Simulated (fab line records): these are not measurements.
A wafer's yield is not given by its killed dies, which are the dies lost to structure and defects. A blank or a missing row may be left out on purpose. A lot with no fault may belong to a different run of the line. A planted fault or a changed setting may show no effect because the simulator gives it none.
fab line records + flow sky130
record:
- lots: 12
- wafers: 36
- last_day: 50
route steps=708 shown NWELL@63 VT_ADJUST_HVTR@141 VT_ADJUST_PCH@150
lots with no fault: from the same line, run without faults
start_h: the number of hours between the record's first day and the start of the first shown wafer of the lot + wait_h: how many hours have passed since the lot's step before this one + " identical to the entry in the row above + L1.1+2: several wafers, shown together as one row + - value missing, or start not given + * or withheld: withheld + < > ~ a bound
route shown NAME@n: NAME is a module with steps in the file, n the number in the route of the first one + usual: mean/standard deviation of fault-free wafers + same: alike in all rows + chamber/n: place in a boat + sites: the reading at each site + _std_site: standard deviation across them + _edge_site: the outer-site mean with the inner-site mean subtracted + radius_mm: for every site, how far away it sits from the centre of the wafer + mask NAME#n: copy n + behind: tool/chamber where the wafer was last shaped + hold: cause of the lot's hold/its duration in hours/its outcome + device: which transistor (n, p or np) failed to switch + end of line: at the end of the route, the tests of the same wafers + for a step that has no rows: nothing shown but its recipe + killed: the dies lost at the first sort to structure and to defects; this is not the yield of the wafer + map: a wafer's dies, marking killed ones x, the rest . and places with no die _
set.NAME: the setting the step ran with; set.NAME@STEP: the setting that earlier step ran with + model.NAME: the simulator's own value behind a step, which no gauge read
a sample of lots followed through the steps of the route, with each step as a table and each wafer as a row
services: the hour from which a tool's chamber was out of use, counted from the record's first day as start_h (under 0 if before that day), plus the number of hours and why
== steps ==
step: SKY_NWELL_OVL_MEAS_10
usual:
- NWELL_00_OVL: 0.2/1.6
| lot.wafer | tool       | chamber | start_h | wait_h | NWELL_00_OVL[nm] |
|-----------|------------|---------|---------|--------|------------------|
| L672.1    | overlay-02 | -       | 88.67   | -      | -1.1             |
| L672.3    | "          | -       | "       | "      | -0.4             |
| L672.5    | "          | -       | "       | "      | -2.9             |
| L674.2    | overlay-02 | -       | 102.63  | -      | 0.9              |
| L674.5    | "          | -       | "       | "      | -0.4             |
| L674.6    | "          | -       | "       | "      | 0.8              |
| L681.1    | overlay-01 | -       | 137.84  | -      | 2.4              |
| L681.2    | "          | -       | "       | "      | -0.2             |
| L681.4    | "          | -       | "       | "      | 1.5              |
| L682.3    | overlay-01 | -       | 146.06  | -      | -2.2             |
| L682.5    | "          | -       | "       | "      | -2.6             |
| L682.6    | "          | -       | "       | "      | -2.5             |
| L684.3    | overlay-02 | -       | 156.21  | -      | 0.2              |
| L684.5    | "          | -       | "       | "      | -1.2             |
| L684.6    | "          | -       | "       | "      | 1.4              |
| L689.1    | overlay-01 | -       | 183.10  | -      | -0.1             |
| L689.2    | "          | -       | "       | "      | 0.7              |
| L689.4    | "          | -       | "       | "      | -0.7             |
| L690.1    | overlay-01 | -       | 187.97  | -      | 0.3              |
| L690.3    | "          | -       | "       | "      | -1.1             |
| L690.5    | "          | -       | "       | "      | 1.8              |
| L691.3    | overlay-01 | -       | 191.76  | -      | -1.0             |
| L691.4    | "          | -       | "       | "      | -1.1             |
| L691.5    | "          | -       | "       | "      | -0.4             |
| L692.1    | overlay-02 | -       | 205.97  | -      | 0.9              |
| L692.2    | "          | -       | "       | "      | 4.7              |
| L692.5    | "          | -       | "       | "      | 1.9              |
| L693.1    | overlay-01 | -       | 217.14  | -      | 3.5              |
| L693.2    | "          | -       | "       | "      | 4.3              |
| L693.3    | "          | -       | "       | "      | 2.5              |
| L695.2    | overlay-01 | -       | 228.91  | -      | -1.2             |
| L695.3    | "          | -       | "       | "      | 0.2              |
| L695.6    | "          | -       | "       | "      | -2.6             |
| L694.3    | overlay-02 | -       | 229.26  | -      | 2.0              |
| L694.5    | "          | -       | "       | "      | 2.0              |
| L694.6    | "          | -       | "       | "      | -0.5             |
step: SKY_NWELL_IMPLANT_24
recipe:
- species: B
- energy_kev: 140
- dose_cm2: 9.2e+12
- tilt_deg: withheld
usual:
- dose_ions_cm2: 9.199e+12/1.1e+10
- faraday_current_uA: 51.9/1.1
| lot.wafer | tool         | chamber | start_h | wait_h | dose_ions_cm2 | faraday_current_uA |
|-----------|--------------|---------|---------|--------|---------------|--------------------|
| L672.1    | implanter-02 | 0       | 106.54  | 0.0    | 9.172e+12     | 52.0               |
| L672.3    | "            | 0       | "       | "      | 9.199e+12     | 53.2               |
| L672.5    | "            | 0       | "       | "      | 9.194e+12     | 50.9               |
| L674.2    | implanter-02 | 0       | 121.78  | 0.0    | 9.207e+12     | 50.6               |
| L674.5    | "            | 0       | "       | "      | 9.208e+12     | 52.6               |
| L674.6    | "            | 0       | "       | "      | 9.204e+12     | 52.5               |
| L681.1    | implanter-03 | 0       | 156.58  | 0.0    | 9.984e+12     | 55.7               |
| L681.2    | "            | 0       | "       | "      | 9.986e+12     | 53.1               |
| L681.4    | "            | 0       | "       | "      | 9.974e+12     | 57.2               |
| L682.3    | implanter-03 | 0       | 164.96  | 0.1    | 9.975e+12     | 57.1               |
| L682.5    | "            | 0       | "       | "      | 9.984e+12     | 56.4               |
| L682.6    | "            | 0       | "       | "      | 9.986e+12     | 56.1               |
| L684.3    | implanter-02 | 0       | 176.18  | 0.1    | 9.222e+12     | 51.6               |
| L684.5    | "            | 0       | "       | "      | 9.22e+12      | 53.3               |
| L684.6    | "            | 0       | "       | "      | 9.22e+12      | 50.4               |
| L689.1    | implanter-02 | 0       | 204.16  | 0.0    | 9.183e+12     | 50.0               |
| L689.2    | "            | 0       | "       | "      | 9.196e+12     | 51.0               |
| L689.4    | "            | 0       | "       | "      | 9.189e+12     | 51.6               |
| L690.1    | implanter-02 | 0       | 209.13  | 0.0    | 9.193e+12     | 51.1               |
| L690.3    | "            | 0       | "       | "      | 9.187e+12     | 50.2               |
| L690.5    | "            | 0       | "       | "      | 9.189e+12     | 52.9               |
| L691.3    | implanter-01 | 0       | 213.24  | 0.1    | 9.197e+12     | 52.7               |
| L691.4    | "            | 0       | "       | "      | 9.185e+12     | 50.9               |
| L691.5    | "            | 0       | "       | "      | 9.193e+12     | 53.1               |
| L692.1    | implanter-02 | 0       | 228.46  | 0.0    | 9.199e+12     | 52.1               |
| L692.2    | "            | 0       | "       | "      | 9.21e+12      | 51.3               |
| L692.5    | "            | 0       | "       | "      | 9.204e+12     | 52.5               |
| L693.1    | implanter-02 | 0       | 240.76  | 0.0    | 9.184e+12     | 50.8               |
| L693.2    | "            | 0       | "       | "      | 9.202e+12     | 52.9               |
| L693.3    | "            | 0       | "       | "      | 9.209e+12     | 52.5               |
| L695.2    | implanter-01 | 0       | 252.51  | 0.0    | 9.219e+12     | 50.7               |
| L695.3    | "            | 0       | "       | "      | 9.206e+12     | 52.1               |
| L695.6    | "            | 0       | "       | "      | 9.218e+12     | 52.9               |
| L694.3    | implanter-03 | 0       | 252.88  | 0.1    | 9.212e+12     | 52.1               |
| L694.5    | "            | 0       | "       | "      | 9.198e+12     | 52.0               |
| L694.6    | "            | 0       | "       | "      | 9.209e+12     | 53.4               |
step: SKY_NWELL_TW_MEAS_26
usual:
- NWELL_2_TW: 499.9/2.8
| lot.wafer | tool          | chamber | start_h | wait_h | NWELL_2_TW |
|-----------|---------------|---------|---------|--------|------------|
| L672.1    | film_metro-04 | -       | 106.79  | 0.1    | 500.1      |
| L672.3    | "             | -       | "       | "      | 498.5      |
| L672.5    | "             | -       | "       | "      | 501.0      |
| L674.2    | film_metro-02 | -       | 122.02  | 0.1    | 498.0      |
| L674.5    | "             | -       | "       | "      | 498.5      |
| L674.6    | "             | -       | "       | "      | 497.9      |
| L681.1    | film_metro-02 | -       | 156.84  | 0.1    | 507.3      |
| L681.2    | "             | -       | "       | "      | 504.0      |
| L681.4    | "             | -       | "       | "      | 509.2      |
| L682.3    | film_metro-01 | -       | 165.18  | 0.1    | 507.5      |
| L682.5    | "             | -       | "       | "      | 508.5      |
| L682.6    | "             | -       | "       | "      | 510.4      |
| L684.3    | film_metro-02 | -       | 176.40  | 0.1    | 499.1      |
| L684.5    | "             | -       | "       | "      | 501.1      |
| L684.6    | "             | -       | "       | "      | 498.8      |
| L689.1    | film_metro-04 | -       | 204.41  | 0.1    | 504.2      |
| L689.2    | "             | -       | "       | "      | 501.8      |
| L689.4    | "             | -       | "       | "      | 500.4      |
| L690.1    | film_metro-04 | -       | 209.38  | 0.1    | 502.8      |
| L690.3    | "             | -       | "       | "      | 503.0      |
| L690.5    | "             | -       | "       | "      | 503.2      |
| L691.3    | film_metro-01 | -       | 213.46  | 0.1    | 498.4      |
| L691.4    | "             | -       | "       | "      | 499.8      |
| L691.5    | "             | -       | "       | "      | 501.6      |
| L692.1    | film_metro-04 | -       | 228.71  | 0.1    | 503.9      |
| L692.2    | "             | -       | "       | "      | 503.9      |
| L692.5    | "             | -       | "       | "      | 504.0      |
| L693.1    | film_metro-02 | -       | 241.01  | 0.1    | 498.9      |
| L693.2    | "             | -       | "       | "      | 497.5      |
| L693.3    | "             | -       | "       | "      | 494.0      |
| L695.2    | film_metro-01 | -       | 252.74  | 0.1    | 495.1      |
| L695.3    | "             | -       | "       | "      | 495.9      |
| L695.6    | "             | -       | "       | "      | 496.3      |
| L694.3    | film_metro-01 | -       | 253.10  | 0.1    | 497.5      |
| L694.5    | "             | -       | "       | "      | 496.3      |
| L694.6    | "             | -       | "       | "      | 495.4      |
step: SKY_VT_ADJUST_HVTR_STRIP_10
recipe:
- chemistry: O2/N2
- power_w: 1400
- pressure_mtorr: 1500
- platen_temp_c: withheld
- o2_flow_sccm: 3000
- n2_flow_sccm: 300
- overash_fraction: 0.5
usual:
- drypump_motor_current_A: 5.89/0.22
- oes_product_au: 0.716/0.0046
- strip_time_to_endpoint_s: 14.21/0.036
| lot.wafer | tool            | chamber | start_h | wait_h | drypump_motor_current_A | oes_product_au | rf_hours_counter_h | strip_time_to_endpoint_s |
|-----------|-----------------|---------|---------|--------|-------------------------|----------------|--------------------|--------------------------|
| L672.1    | plasma_asher-03 | 1       | 205.80  | 0.1    | 6.26                    | 0.717          | 41                 | 14.13                    |
| L672.3    | "               | 1       | "       | "      | 6.25                    | 0.716          | -                  | 14.17                    |
| L672.5    | "               | 1       | "       | "      | 6.25                    | 0.714          | -                  | 14.13                    |
| L674.2    | plasma_asher-02 | 1       | 219.83  | 0.1    | 5.87                    | 0.716          | 56                 | 14.20                    |
| L674.5    | "               | 1       | "       | "      | 5.87                    | 0.712          | -                  | 14.20                    |
| L674.6    | "               | 0       | "       | "      | 5.68                    | 0.716          | -                  | 14.21                    |
| L681.1    | plasma_asher-03 | 1       | 266.80  | 0.1    | 6.26                    | 0.715          | 47                 | 14.26                    |
| L681.2    | "               | 0       | "       | "      | 5.61                    | 0.715          | 47                 | 14.20                    |
| L681.4    | "               | 0       | "       | "      | 5.61                    | 0.713          | -                  | 14.26                    |
| L682.3    | plasma_asher-03 | 1       | 276.14  | 0.1    | 6.28                    | 0.717          | -                  | 14.25                    |
| L682.5    | "               | 1       | "       | "      | 6.28                    | 0.715          | -                  | 14.26                    |
| L682.6    | "               | 0       | "       | "      | 5.60                    | 0.713          | -                  | 14.20                    |
| L684.3    | plasma_asher-03 | 1       | 291.38  | 0.1    | 6.27                    | 0.716          | -                  | 14.25                    |
| L684.5    | "               | 1       | "       | "      | 6.25                    | 0.716          | -                  | 14.24                    |
| L684.6    | "               | 0       | "       | "      | 5.60                    | 0.718          | -                  | 14.28                    |
| L689.1    | plasma_asher-04 | 1       | 323.23  | 0.1    | 5.92                    | 0.710          | 20                 | 14.15                    |
| L689.2    | "               | 0       | "       | "      | 5.94                    | 0.721          | 20                 | 14.19                    |
| L689.4    | "               | 0       | "       | "      | 5.92                    | 0.716          | -                  | 14.19                    |
| L690.1    | plasma_asher-04 | 0       | 331.25  | 0.1    | 5.92                    | 0.722          | 21                 | 14.21                    |
| L690.3    | "               | 0       | "       | "      | 5.92                    | 0.714          | -                  | 14.18                    |
| L690.5    | "               | 0       | "       | "      | 5.92                    | 0.713          | -                  | 14.24                    |
| L691.3    | plasma_asher-02 | 0       | 336.11  | 0.1    | 5.70                    | 0.716          | -                  | 14.22                    |
| L691.4    | "               | 1       | "       | "      | 5.93                    | 0.716          | -                  | 14.20                    |
| L691.5    | "               | 0       | "       | "      | 5.69                    | 0.704          | -                  | 14.21                    |
| L692.1    | plasma_asher-04 | 0       | 354.28  | 0.1    | 5.93                    | 0.712          | 23                 | 14.26                    |
| L692.2    | "               | 1       | "       | "      | 5.91                    | 0.720          | 23                 | 14.22                    |
| L692.5    | "               | 1       | "       | "      | 5.92                    | 0.717          | -                  | 14.25                    |
| L693.1    | plasma_asher-02 | 0       | 372.00  | 0.1    | 5.70                    | 0.720          | 69                 | 14.26                    |
| L693.2    | "               | 1       | "       | "      | 5.91                    | 0.712          | 69                 | 14.25                    |
| L693.3    | "               | 0       | "       | "      | 5.69                    | 0.716          | -                  | 14.23                    |
| L695.2    | plasma_asher-04 | 0       | 385.36  | 0.1    | 5.91                    | 0.719          | 26                 | 14.18                    |
| L695.3    | "               | 0       | "       | "      | 5.94                    | 0.718          | -                  | 14.17                    |
| L695.6    | "               | 0       | "       | "      | 5.91                    | 0.717          | -                  | 14.22                    |
| L694.3    | plasma_asher-04 | 0       | 386.04  | 0.1    | 5.92                    | 0.706          | -                  | 14.15                    |
| L694.5    | "               | 1       | "       | "      | 5.92                    | 0.717          | -                  | 14.14                    |
| L694.6    | "               | 0       | "       | "      | 5.89                    | 0.722          | -                  | 14.15                    |
step: SKY_VT_ADJUST_PCH_OVL_MEAS_07
usual:
- VT_ADJUST_PCH_OVL: -0.8/1.7
| lot.wafer | tool       | chamber | start_h | wait_h | VT_ADJUST_PCH_OVL[nm] |
|-----------|------------|---------|---------|--------|-----------------------|
| L672.1    | overlay-02 | -       | 227.45  | -      | -1.3                  |
| L672.3    | "          | -       | "       | "      | -2.0                  |
| L672.5    | "          | -       | "       | "      | -0.3                  |
| L674.2    | overlay-02 | -       | 243.01  | -      | -3.2                  |
| L674.5    | "          | -       | "       | "      | -2.8                  |
| L674.6    | "          | -       | "       | "      | -2.9                  |
| L681.1    | overlay-02 | -       | 291.41  | -      | -3.0                  |
| L681.2    | "          | -       | "       | "      | 1.2                   |
| L681.4    | "          | -       | "       | "      | -2.2                  |
| L682.3    | overlay-02 | -       | 300.64  | -      | -3.4                  |
| L682.5    | "          | -       | "       | "      | -1.8                  |
| L682.6    | "          | -       | "       | "      | -2.9                  |
| L684.3    | overlay-01 | -       | 317.07  | -      | -1.8                  |
| L684.5    | "          | -       | "       | "      | 0.9                   |
| L684.6    | "          | -       | "       | "      | 2.2                   |
| L689.1    | overlay-02 | -       | 350.37  | -      | -0.5                  |
| L689.2    | "          | -       | "       | "      | -1.5                  |
| L689.4    | "          | -       | "       | "      | -2.9                  |
| L690.1    | overlay-01 | -       | 359.17  | -      | 0.9                   |
| L690.3    | "          | -       | "       | "      | -1.3                  |
| L690.5    | "          | -       | "       | "      | -1.2                  |
| L691.3    | overlay-01 | -       | 362.39  | -      | -1.3                  |
| L691.4    | "          | -       | "       | "      | -2.1                  |
| L691.5    | "          | -       | "       | "      | -2.7                  |
| L692.1    | overlay-02 | -       | 382.67  | -      | -1.3                  |
| L692.2    | "          | -       | "       | "      | -2.0                  |
| L692.5    | "          | -       | "       | "      | -2.1                  |
| L693.1    | overlay-02 | -       | 401.16  | -      | -1.8                  |
| L693.2    | "          | -       | "       | "      | -1.2                  |
| L693.3    | "          | -       | "       | "      | -1.3                  |
| L695.2    | overlay-02 | -       | 414.72  | -      | -3.6                  |
| L695.3    | "          | -       | "       | "      | -4.3                  |
| L695.6    | "          | -       | "       | "      | -0.9                  |
| L694.3    | overlay-02 | -       | 415.76  | -      | -2.2                  |
| L694.5    | "          | -       | "       | "      | -2.1                  |
| L694.6    | "          | -       | "       | "      | -0.6                  |
== services ==
| tool            | chamber | start_h | hours | kind       |
|-----------------|---------|---------|-------|------------|
| implanter-03    | -       | 101.21  | 3.3   | pm         |
| plasma_asher-04 | -       | 108.75  | 9.0   | pm         |
| plasma_asher-04 | 0       | 108.75  | 9.0   | vent_cycle |
| plasma_asher-04 | 1       | 108.75  | 9.0   | vent_cycle |
| plasma_asher-02 | -       | 111.72  | 2.8   | pm         |
| implanter-02    | -       | 114.56  | 1.3   | repair     |
| plasma_asher-04 | 0       | 117.75  | -     | clean      |
| plasma_asher-04 | 1       | 117.75  | -     | clean      |
| implanter-03    | -       | 128.04  | 2.9   | repair     |
| implanter-01    | -       | 148.21  | 4.1   | repair     |
| implanter-01    | -       | 155.91  | 2.6   | repair     |
| plasma_asher-04 | -       | 162.34  | 2.5   | repair     |
| implanter-03    | -       | 165.74  | 1.2   | repair     |
| implanter-03    | -       | 208.85  | 5.5   | repair     |
| plasma_asher-02 | -       | 214.77  | 4.3   | pm         |
| plasma_asher-03 | -       | 222.11  | 1.9   | repair     |
| implanter-01    | -       | 271.56  | 5.5   | repair     |
| plasma_asher-02 | -       | 277.96  | 14.2  | repair     |
| implanter-03    | -       | 333.39  | 5.4   | repair     |
| implanter-01    | -       | 345.86  | 2.6   | repair     |
== key ==
first_sign:
- step: SKY_NWELL_IMPLANT_24
- reading: dose_ions_cm2
- direction: up
- sigmas: 68
- usual: *
- struck: *
effect:
- step: SKY_NWELL_IMPLANT_24
- reading: faraday_current_uA
- direction: up
- sigmas: 3.6
- usual: 51.9
- struck: 55.9
effect:
- step: SKY_NWELL_TW_MEAS_26
- reading: NWELL_2_TW
- direction: up
- sigmas: 2.8
- usual: 499.9
- struck: 507.8
met_at SKY_NWELL_IMPLANT_24
struck_lots L681,L682
tester_left_out L681,L682
not_acting_at SKY_NWELL_OVL_MEAS_10,SKY_VT_ADJUST_HVTR_STRIP_10,SKY_VT_ADJUST_PCH_OVL_MEAS_07
fault:
- kind: process_parameter_drift
- tool: implanter-03
- chamber: -
- onset_h: 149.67
- steps: SKY_NWELL_IMPLANT_24
- channel: dose_cm2
- offset: *
- shape: step
- end_h: 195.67
- acts_in: *
- stated: *
tester_left_out: of these lots the tester's yield and bins aren't shown, on N5 and GAA mostly nor the transistor test; their killed dies are dies lost to structure and defects alone, not to doping, threshold or leakage, so they don't give the yield
